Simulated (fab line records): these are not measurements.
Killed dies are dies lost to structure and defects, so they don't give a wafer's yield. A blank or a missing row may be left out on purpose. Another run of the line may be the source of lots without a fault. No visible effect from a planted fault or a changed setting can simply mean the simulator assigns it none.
Which tool is to blame? ; flow gf180mcu ; 6 lots, 18 wafers sampled, at 4 steps of a route of 602

## WHAT THE GAUGES READ, wafer by wafer
GF_MIM_THK_MEAS_06.
lot;measured;on;MIM_CVD_05_THK (nm)
L604;day 25 20:37;film_metro-01;42.2 41.5 41.9
L606;day 27 03:04;film_metro-02;40.7 41.6 41.7
L613;day 28 20:38;film_metro-04;42.5 42.2 42.6
L616;day 29 19:07;film_metro-02;41.4 41.9 42.2
L619;day 30 09:41;film_metro-02;42.4 42.6 42.2
L622;day 31 02:18;film_metro-02;42.1 43.1 42.5

## TOOL THAT RAN EACH LOT (tool first, then ch and the chambers of the sampled wafers, then the start)
lot;GF_MIM_SPUTTER_00;GF_MIM_SPUTTER_01;GF_MIM_CVD_05
L604;pvd_sputter-03, day 25 20:22;pvd_sputter-03, day 25 20:28;pecvd-03 ch 0,1,2, day 25 20:35
L606;pvd_sputter-03, day 27 02:48;pvd_sputter-03, day 27 02:54;pecvd-03 ch 0,1,2, day 27 03:02
L613;pvd_sputter-02, day 28 20:20;pvd_sputter-02, day 28 20:26;pecvd-03 ch 0,1,2, day 28 20:35
L616;pvd_sputter-01, day 29 18:52;pvd_sputter-01, day 29 18:58;pecvd-04 ch 1,2, day 29 19:05
L619;pvd_sputter-03, day 30 09:27;pvd_sputter-03, day 30 09:31;pecvd-03 ch 0,1,2, day 30 09:38
L622;pvd_sputter-03, day 31 02:02;pvd_sputter-03, day 31 02:08;pecvd-04 ch 1,2, day 31 02:16
- GF_MIM_SPUTTER_00: material Ti, target thk 37.5 nm, time 150 s.
- GF_MIM_SPUTTER_01: material TiN, target thk 30 nm, time 25 s.
- GF_MIM_CVD_05: deposits Si3N4, target thk 42 nm, time 29.086 s.

## THE ANSWER, worked out from the rows above alone
Rule: usual is defined by the lots themselves. The widest of any qualifying gaps counts: lots, ordered by their means at a reading, are off when they make up no more than a third of the lots, leave a main group of 4 or more, and stand apart from it by 3 or more times the standard deviation of that group's means. The tables above print the reading to a certain number of digits; a main group whose means all agree to those digits is not used. A lot without any number at a reading at which 4 lots or more have one is off too. The other lots that the step has rows for count as sound.
Across all readings shown, no lot is off: no conclusion can be drawn from this.

## WHAT HAD BEEN PUT IN BY THE SIMULATOR
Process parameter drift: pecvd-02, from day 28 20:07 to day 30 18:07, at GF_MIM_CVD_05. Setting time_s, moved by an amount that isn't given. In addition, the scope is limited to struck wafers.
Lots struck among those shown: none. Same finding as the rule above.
